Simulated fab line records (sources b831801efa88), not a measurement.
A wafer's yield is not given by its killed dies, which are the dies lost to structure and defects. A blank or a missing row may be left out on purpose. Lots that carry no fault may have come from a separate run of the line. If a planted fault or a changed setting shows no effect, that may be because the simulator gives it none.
Chamber matching | flow sky130 | SKY_VIA2_HDPCVD_00 on hdpcvd-01 has 3 sister chambers
The step deposits SiO2, target thk 1180 nm, time 196.7 s. 16 wafers are shown with their chamber, then 8 later ones without.

== EACH WAFER AND ITS CHAMBER ==
wafer  | chamber | pressure-mtorr (mTorr) | sih4-flow-sccm (sccm)
L762.2 | 0       | 6.005                  | 59.85
L762.3 | 2       | 6.019                  | 59.72
L762.4 | 2       | 6.012                  | 59.83
L765.2 | 2       | 6.001                  | 59.94
L765.4 | 1       | 5.995                  | 60.30
L765.5 | 2       | 6.005                  | 59.95
L766.1 | 1       | 5.983                  | 60.09
L766.3 | 2       | 6.013                  | 59.95
L766.4 | 2       | 6.013                  | 60.05
L768.3 | 0       | 6.002                  | 59.92
L768.5 | 0       | 6.008                  | 60.02
L768.6 | 1       | 6.002                  | 60.06
L772.1 | 1       | 5.990                  | 60.27
L772.2 | 2       | 5.986                  | 60.12
L772.6 | 1       | 5.980                  | 60.04
L775.1 | 1       | 5.996                  | 60.12

SIGNATURES (averages over the wafers above)
reading        | chamber 0 | chamber 1 | chamber 2 | scatter within a chamber
pressure-mtorr | 6.00500   | 5.99100   | 6.00700   | 0.00915
sih4-flow-sccm | 59.9300   | 60.1467   | 59.9371   | 0.118
Rule: a wafer's distance from a chamber is the root of the sum, over the readings, of the square of ((its reading less the chamber's mean) divided by the reading's scatter). If the next closest chamber is less than 2 further off than the closest, the wafer can't be placed; otherwise it belongs to the closest. The scatter: the root of (the sum of the squares of (reading less its chamber's mean) over the shown wafers, divided by (wafers less chambers)).

== WAFERS WITH NO CHAMBER GIVEN ==
wafer  | pressure-mtorr (mTorr) | sih4-flow-sccm (sccm)
L775.3 | 6.020                  | 59.90
L775.6 | 5.988                  | 60.10
L782.2 | 5.988                  | 60.09
L782.5 | 5.995                  | 59.88
L782.6 | 6.009                  | 59.90
L785.1 | 6.001                  | 60.47
L785.3 | 5.997                  | 59.79
L785.5 | 5.991                  | 59.82

== CHAMBER TAKEN BY EACH ==
wafer  | from the rows above          | in truth
L775.3 | can't be placed: 2 or 0      | 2
L775.6 | can't be placed: 1 or 0 or 2 | 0
L782.2 | can't be placed: 1 or 0 or 2 | 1
L782.5 | can't be placed: 0 or 2 or 1 | 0
L782.6 | can't be placed: 2 or 0      | 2
L785.1 | can't be placed: 1 or 2 or 0 | 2
L785.3 | can't be placed: 0 or 2 or 1 | 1
L785.5 | can't be placed: 0 or 2 or 1 | 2
Correct placement for 0 of the 8. Cannot be placed on the basis of these rows: 8; the candidates contain the true chamber in 8. Wrongly placed: 0.
